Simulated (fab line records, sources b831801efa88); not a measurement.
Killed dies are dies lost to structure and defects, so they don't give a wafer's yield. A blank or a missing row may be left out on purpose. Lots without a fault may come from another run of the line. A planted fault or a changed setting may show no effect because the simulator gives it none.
fab line records | flow sky130
record lots=13 wafers=39 last_day=50
route steps=708 shown DNWELL@43 PWDE@46 VT_ADJUST_HVTP@93 VT_ADJUST_HVTR@139 PAD_OPEN@708
lots that met no fault: from a run of the same line without faults
start_h: hours from the record's first day to the start of the lot's first wafer shown | wait_h: hours since the lot's step before | " the same as in the row above | L1.1+2: a row that stands for several wafers | - no value, or no start given | * or withheld: withheld | < > ~ a bound
route shown NAME@n: a module of which the file shows steps, and the number in the route of the first | usual: mean/standard deviation of fault-free wafers | same: alike in all rows | chamber/n: place in a boat | sites: the reading at each site | _std_site: their standard deviation | _edge_site: outer sites' mean less inner sites' | radius_mm: how far each site lies from the wafer's centre | mask NAME#n: copy n | behind: the tool/chamber that last shaped the wafer | hold: why the lot was held/for how many hours/how that ended | device: the transistor (n, p or np) that didn't switch | end of line: the same wafers' tests at the end of the route | a step without rows: its recipe alone | killed: dies lost to structure and defects at the first sort, not the wafer's yield | map: a wafer's dies, x killed, . not, _ none there
set.NAME: the setting as run; set.NAME@STEP: as run at that earlier step | model.NAME: the simulator's own value behind a step, which no gauge read
steps of the route over a sample of lots; a table a step, a row a wafer
services: from which hour (start_h, from the record's first day; less than 0 if before it) a tool's chamber was out of use, for how many hours, and why
## steps
# step SKY_DNWELL_STRIP_08
# recipe chemistry=O2/N2 power_w=1400 pressure_mtorr=1500 platen_temp_c=withheld o2_flow_sccm=3000 n2_flow_sccm=300 overash_fraction=0.5
# usual drypump_motor_current_A=5.8/0.38 oes_product_au=0.722/0.0048 strip_time_to_endpoint_s=36.98/0.098
# columns lot.wafer tool chamber start_h wait_h drypump_motor_current_A oes_product_au rf_hours_counter_h strip_time_to_endpoint_s
L904.4 plasma_asher-02 1 54.56 0.1 5.7 0.723 - 36.93
L904.5 " 0 " " 6.3 0.726 - 36.97
L904.6 " 1 " " 5.7 0.725 - 36.84
L905.2 plasma_asher-04 0 63.42 0.1 6.0 0.720 38 36.92
L905.4 " 0 " " 6.0 0.722 - 37.05
L905.6 " 1 " " 5.8 0.724 - 37.00
L906.2 plasma_asher-01 0 66.57 0.1 4.9 0.725 38 36.99
L906.3 " 1 " " 5.8 0.730 - 36.94
L906.4 " 0 " " 5.0 0.716 - 36.97
L907.1 plasma_asher-02 0 71.02 0.1 6.3 0.714 27 37.11
L907.2 " 1 " " 5.7 0.717 27 37.04
L907.6 " 1 " " 5.6 0.720 - 37.01
L909.1 plasma_asher-01 0 88.63 0.1 5.0 0.724 41 37.01
L909.3 " 0 " " 5.0 0.729 - 37.07
L909.4 " 1 " " 5.8 0.724 - 37.02
L911.1 plasma_asher-02 1 98.26 0.1 5.7 0.713 29 36.97
L911.2 " 0 " " 6.4 0.724 29 37.06
L911.3 " 0 " " 6.4 0.719 - 37.15
L917.4 plasma_asher-02 1 131.24 0.1 5.7 0.719 - 36.84
L917.5 " 1 " " 5.7 0.724 - 36.91
L917.6 " 0 " " 6.4 0.724 - 36.89
L918.1 plasma_asher-04 1 132.26 0.1 5.8 0.719 45 37.04
L918.3 " 1 " " 5.8 0.731 - 37.03
L918.6 " 1 " " 5.8 0.724 - 37.05
L919.1 plasma_asher-02 1 134.06 0.1 5.6 0.727 33 36.81
L919.2 " 0 " " 6.4 0.716 33 36.91
L919.5 " 0 " " 6.4 0.720 - 36.83
L920.1 plasma_asher-04 0 140.16 0.1 6.0 0.725 45 37.19
L920.3 " 0 " " 6.0 0.722 - 37.01
L920.6 " 1 " " 5.8 0.720 - 37.08
L921.2 plasma_asher-01 0 145.66 0.1 5.0 0.724 3 36.89
L921.4 " 0 " " 5.0 0.726 - 36.91
L921.6 " 1 " " 5.8 0.723 - 36.82
L926.1 plasma_asher-04 1 186.21 0.1 5.8 0.736 48 36.93
L926.5 " 0 " " 6.0 0.719 - 37.04
L926.6 " 1 " " 5.8 0.725 - 37.01
L924.1 plasma_asher-02 1 186.91 0.1 5.7 0.712 39 37.12
L924.3 " 1 " " 5.7 0.730 - 37.24
L924.5 " 1 " " 5.7 0.718 - 37.13
# step SKY_PWDE_HMDS_01
# recipe prime_time_s=60 prime_temp_c=120
# usual prime_temp_c=120.00/0.12
# columns lot.wafer tool chamber start_h wait_h prime_temp_c
L904.4 litho_track-01 0 62.02 0.1 120.03
L904.5 " 0 " " 119.97
L904.6 " 0 " " 119.77
L905.2 litho_track-04 0 71.04 0.1 119.88
L905.4 " 0 " " 119.90
L905.6 " 0 " " 120.08
L906.2 litho_track-02 0 73.85 0.1 120.16
L906.3 " 0 " " 120.01
L906.4 " 0 " " 119.93
L907.1 litho_track-04 0 78.47 0.1 120.02
L907.2 " 0 " " 120.01
L907.6 " 0 " " 119.91
L909.1 litho_track-01 0 97.14 0.1 119.94
L909.3 " 0 " " 119.99
L909.4 " 0 " " 119.85
L911.1 litho_track-04 0 106.77 0.1 120.04
L911.2 " 0 " " 120.08
L911.3 " 0 " " 119.96
L917.4 litho_track-01 0 139.06 0.1 118.23
L917.5 " 0 " " 118.26
L917.6 " 0 " " 118.08
L918.1 litho_track-01 0 139.99 0.1 118.06
L918.3 " 0 " " 118.32
L918.6 " 0 " " 118.36
L919.1 litho_track-04 0 141.71 0.1 119.84
L919.2 " 0 " " 119.99
L919.5 " 0 " " 120.00
L920.1 litho_track-04 0 150.01 0.1 119.80
L920.3 " 0 " " 119.87
L920.6 " 0 " " 119.95
L921.2 litho_track-04 0 155.49 0.1 120.43
L921.4 " 0 " " 120.31
L921.6 " 0 " " 120.15
L926.1 litho_track-04 0 196.16 0.1 120.30
L926.5 " 0 " " 120.04
L926.6 " 0 " " 119.98
L924.1 litho_track-02 0 197.43 0.1 120.14
L924.3 " 0 " " 119.92
L924.5 " 0 " " 119.98
# step SKY_VT_ADJUST_HVTP_OVL_MEAS_08
# usual VT_ADJUST_HVTP_OVL=0.6/1.3
# columns lot.wafer tool chamber start_h wait_h VT_ADJUST_HVTP_OVL[nm]
L904.4 overlay-01 - 122.65 0.1 -0.2
L904.5 " - " " 1.7
L904.6 " - " " 0.5
L905.2 overlay-02 - 131.61 0.1 -0.5
L905.4 " - " " 0.0
L905.6 " - " " -2.0
L906.2 overlay-01 - 134.17 0.1 -0.5
L906.3 " - " " -1.7
L906.4 " - " " 2.5
L907.1 overlay-01 - 138.98 0.1 -0.6
L907.2 " - " " -0.3
L907.6 " - " " 1.7
L909.1 overlay-02 - 161.43 0.1 1.8
L909.3 " - " " 1.0
L909.4 " - " " 2.0
L911.1 overlay-02 - 171.33 0.1 -0.4
L911.2 " - " " 1.1
L911.3 " - " " -0.1
L917.4 overlay-02 - 211.00 0.1 -1.3
L917.5 " - " " 0.3
L917.6 " - " " -0.7
L918.1 overlay-01 - 214.03 0.1 1.3
L918.3 " - " " -0.6
L918.6 " - " " 0.9
L919.1 overlay-01 - 215.83 0.1 1.6
L919.2 " - " " 1.7
L919.5 " - " " 1.8
L920.1 overlay-01 - 225.21 0.1 -0.1
L920.3 " - " " 1.5
L920.6 " - " " 0.0
L921.2 overlay-02 - 230.94 0.1 -0.9
L921.4 " - " " -0.5
L921.6 " - " " 0.1
L926.1 overlay-01 - 276.81 0.1 0.5
L926.5 " - " " 0.7
L926.6 " - " " 2.8
L924.1 overlay-02 - 279.98 0.1 -0.9
L924.3 " - " " -1.2
L924.5 " - " " -0.8
# step SKY_VT_ADJUST_HVTR_OVL_MEAS_08
# usual VT_ADJUST_HVTR_OVL=1.0/1.5
# columns lot.wafer tool chamber start_h wait_h VT_ADJUST_HVTR_OVL[nm]
L904.4 overlay-01 - 199.27 0.1 0.9
L904.5 " - " " 0.0
L904.6 " - " " -1.2
L905.2 overlay-01 - 211.42 0.1 0.9
L905.4 " - " " 1.5
L905.6 " - " " 0.0
L906.2 overlay-02 - 214.86 0.1 1.5
L906.3 " - " " 1.8
L906.4 " - " " 2.8
L907.1 overlay-01 - 221.36 0.1 2.8
L907.2 " - " " 0.6
L907.6 " - " " 1.9
L909.1 overlay-01 - 247.06 0.1 2.7
L909.3 " - " " 3.8
L909.4 " - " " 3.2
L911.1 overlay-01 - 260.73 0.1 1.2
L911.2 " - " " 2.3
L911.3 " - " " 3.2
L917.4 overlay-02 - 307.43 0.1 1.5
L917.5 " - " " -1.6
L917.6 " - " " 3.4
L918.1 overlay-02 - 310.30 0.1 2.3
L918.3 " - " " -1.0
L918.6 " - " " 1.5
L919.1 overlay-02 - 311.96 0.1 -1.8
L919.2 " - " " -2.1
L919.5 " - " " -1.1
L920.1 overlay-02 - 323.33 0.1 -1.6
L920.3 " - " " 1.7
L920.6 " - " " -0.5
L921.2 overlay-02 - 330.60 0.1 -0.9
L921.4 " - " " -3.0
L921.6 " - " " -0.4
L926.1 overlay-02 - 384.66 0.1 1.5
L926.5 " - " " 2.2
L926.6 " - " " 3.0
L924.1 overlay-01 - 388.18 0.1 1.7
L924.3 " - " " 1.8
L924.5 " - " " 0.9
# step SKY_PAD_OPEN_PROBE_99
# usual killed_at_M0_to_M3=43/7.3 killed_at_M4_up=3.0/2 killed_at_contacts=24/5.2 killed_at_front_end=15/4.4 killed_at_other=0.2/0.48 killed_dies=86/9.1 killed_open=47/7.3 killed_short=38/6.4
# same gross_dies=492 killed_at_back_side=0
# columns lot.wafer tool chamber start_h wait_h killed_at_M0_to_M3 killed_at_M4_up killed_at_contacts killed_at_front_end killed_at_other killed_dies killed_open killed_short
L918.1 prober-01 - 1157.24 0.1 37 5 34 11 1 88 50 38
L918.3 prober-01 - 1157.34 0.2 42 3 25 18 0 88 45 43
L918.6 prober-01 - 1157.49 0.2 43 4 29 24 1 101 47 54
L919.1 prober-02 - 1164.09 0.1 39 1 22 18 0 80 43 35
L919.2 prober-02 - 1164.14 0.1 28 3 26 15 0 72 32 39
L919.5 prober-02 - 1164.29 0.2 45 6 22 24 0 97 47 50
L920.1 prober-01 - 1166.04 0.1 51 4 26 14 0 95 53 42
L920.3 prober-01 - 1166.14 0.2 44 2 21 12 0 79 41 38
L920.6 prober-01 - 1166.29 0.2 44 0 19 24 1 88 52 36
L921.2 prober-02 - 1171.51 0.1 48 2 19 8 0 77 50 27
L921.4 prober-02 - 1171.61 0.2 56 1 20 11 0 88 56 32
L921.6 prober-02 - 1171.71 0.2 37 2 23 13 1 76 37 39
L924.1 prober-01 - 1207.68 0.1 42 5 26 11 0 84 47 37
L924.3 prober-01 - 1207.78 0.2 46 4 30 23 0 103 62 41
L924.5 prober-01 - 1207.88 0.2 47 3 26 12 0 88 37 50
# killed by level:class
L918.1 CONTACT:geometric_particle:open=15 VIA2:geometric_particle:open=9 LI_CONTACT:geometric_particle:open=6 CONTACT:geometric_particle:short=6 VIA1:geometric_particle:open=6 VIA3:geometric_particle:short=5 POLY_GATE:geometric_particle:short=4 LOCAL_INTERCONNECT:geometric_particle:short=4
L918.3 VIA1:geometric_particle:open=11 VIA3:geometric_particle:open=9 CONTACT:geometric_particle:open=9 POLY_GATE:geometric_particle:short=6 VIA2:geometric_particle:open=6 FIELD_ISO:geometric_particle:short=5 LI_CONTACT:geometric_particle:open=5 LOCAL_INTERCONNECT:geometric_particle:short=4
L918.6 VIA1:geometric_particle:short=10 CONTACT:geometric_particle:open=8 FIELD_ISO:geometric_particle:open=7 LI_CONTACT:geometric_particle:open=7 FIELD_ISO:geometric_particle:short=6 LI_CONTACT:geometric_particle:short=6 VIA3:geometric_particle:open=5 METAL1:geometric_particle:short=5
L919.1 METAL2:geometric_particle:short=11 CONTACT:geometric_particle:open=10 VIA1:geometric_particle:open=8 VIA2:geometric_particle:open=7 FIELD_ISO:geometric_particle:short=5 VIA3:geometric_particle:open=5 LI_CONTACT:geometric_particle:open=4 FIELD_ISO:geometric_particle:open=3
L919.2 CONTACT:geometric_particle:open=11 METAL1:geometric_particle:short=7 FIELD_ISO:geometric_particle:short=5 POLY_GATE:geometric_particle:short=5 LI_CONTACT:geometric_particle:open=5 VIA3:geometric_particle:short=5 LI_CONTACT:geometric_particle:short=4 VIA1:geometric_particle:open=4
L919.5 VIA3:geometric_particle:open=14 CONTACT:geometric_particle:open=10 FIELD_ISO:geometric_particle:short=9 METAL2:geometric_particle:short=8 POLY_GATE:geometric_particle:short=7 METAL1:geometric_particle:short=6 POLY_GATE:geometric_particle:open=5 VIA1:geometric_particle:open=5
L920.1 VIA1:geometric_particle:open=10 METAL2:geometric_particle:short=8 LI_CONTACT:geometric_particle:open=8 VIA1:geometric_particle:short=7 VIA2:geometric_particle:open=7 CONTACT:geometric_particle:open=7 LOCAL_INTERCONNECT:geometric_particle:short=6 FIELD_ISO:geometric_particle:open=5
L920.3 VIA1:geometric_particle:open=11 VIA2:geometric_particle:open=7 LI_CONTACT:geometric_particle:open=6 LOCAL_INTERCONNECT:geometric_particle:short=6 FIELD_ISO:geometric_particle:short=5 CONTACT:geometric_particle:open=5 METAL2:geometric_particle:short=5 VIA2:geometric_particle:short=5
L920.6 VIA1:geometric_particle:open=12 FIELD_ISO:geometric_particle:open=9 CONTACT:geometric_particle:open=9 VIA2:geometric_particle:open=7 METAL2:geometric_particle:short=6 VIA1:geometric_particle:short=5 LI_CONTACT:geometric_particle:open=5 FIELD_ISO:geometric_particle:short=3
L921.2 VIA2:geometric_particle:open=11 LI_CONTACT:geometric_particle:open=8 CONTACT:geometric_particle:open=8 VIA1:geometric_particle:open=8 VIA3:geometric_particle:open=7 VIA1:geometric_particle:short=5 METAL1:geometric_particle:short=4 FIELD_ISO:geometric_particle:open=3
L921.4 VIA1:geometric_particle:open=15 LI_CONTACT:geometric_particle:open=10 VIA3:geometric_particle:open=7 METAL2:geometric_particle:short=6 VIA2:geometric_particle:open=6 POLY_GATE:geometric_particle:open=5 CONTACT:geometric_particle:open=5 VIA1:geometric_particle:short=5
L921.6 CONTACT:geometric_particle:open=8 VIA1:geometric_particle:open=8 METAL2:geometric_particle:short=8 FIELD_ISO:geometric_particle:short=5 LI_CONTACT:geometric_particle:open=5 LOCAL_INTERCONNECT:geometric_particle:short=5 VIA1:geometric_particle:short=5 VIA2:geometric_particle:open=3
L924.1 VIA1:geometric_particle:open=11 CONTACT:geometric_particle:open=10 VIA2:geometric_particle:open=7 LOCAL_INTERCONNECT:geometric_particle:short=6 LI_CONTACT:geometric_particle:open=5 VIA1:geometric_particle:short=5 FIELD_ISO:geometric_particle:short=4 FIELD_ISO:geometric_particle:open=4
L924.3 CONTACT:geometric_particle:open=10 LI_CONTACT:geometric_particle:open=9 VIA3:geometric_particle:open=9 VIA1:geometric_particle:open=7 POLY_GATE:geometric_particle:short=6 CONTACT:geometric_particle:short=6 VIA2:geometric_particle:open=6 FIELD_ISO:geometric_particle:open=5
L924.5 VIA1:geometric_particle:short=9 VIA3:geometric_particle:open=9 CONTACT:geometric_particle:open=8 LI_CONTACT:geometric_particle:short=6 LOCAL_INTERCONNECT:geometric_particle:short=6 VIA1:geometric_particle:open=6 VIA2:geometric_particle:open=6 FIELD_ISO:geometric_particle:short=5
## services
# columns tool chamber start_h hours kind
plasma_asher-02 - 81.68 8.0 repair
plasma_asher-04 - 91.27 7.8 repair
plasma_asher-01 - 108.75 9.0 pm
plasma_asher-01 0 108.75 9.0 vent_cycle
plasma_asher-01 1 108.75 9.0 vent_cycle
plasma_asher-01 0 117.75 - clean
plasma_asher-01 1 117.75 - clean
litho_track-02 - 140.32 - consumable_replace:filter
plasma_asher-04 - 151.21 10.0 pm
plasma_asher-04 - 166.19 9.6 repair
## key
first_sign step=SKY_PWDE_HMDS_01 reading=prime_temp_c direction=down sigmas=15 usual=* struck=*
effect none on later readings
met_at SKY_PWDE_HMDS_01
struck_lots L917,L918
tester_left_out L917,L918
not_acting_at SKY_DNWELL_STRIP_08,SKY_VT_ADJUST_HVTP_OVL_MEAS_08,SKY_VT_ADJUST_HVTR_OVL_MEAS_08
onset_between 97.14 139.06
fault kind=process_parameter_drift tool=litho_track-01 chamber=- onset_h=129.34 steps=SKY_PWDE_HMDS_01 channel=prime_temp_c offset=* shape=step end_h=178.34 acts_in=* stated=*
# tester_left_out: of these lots the tester's yield and bins aren't shown, on N5 and GAA mostly nor the transistor test; their killed dies are dies lost to structure and defects alone, not to doping, threshold or leakage, so they don't give the yield
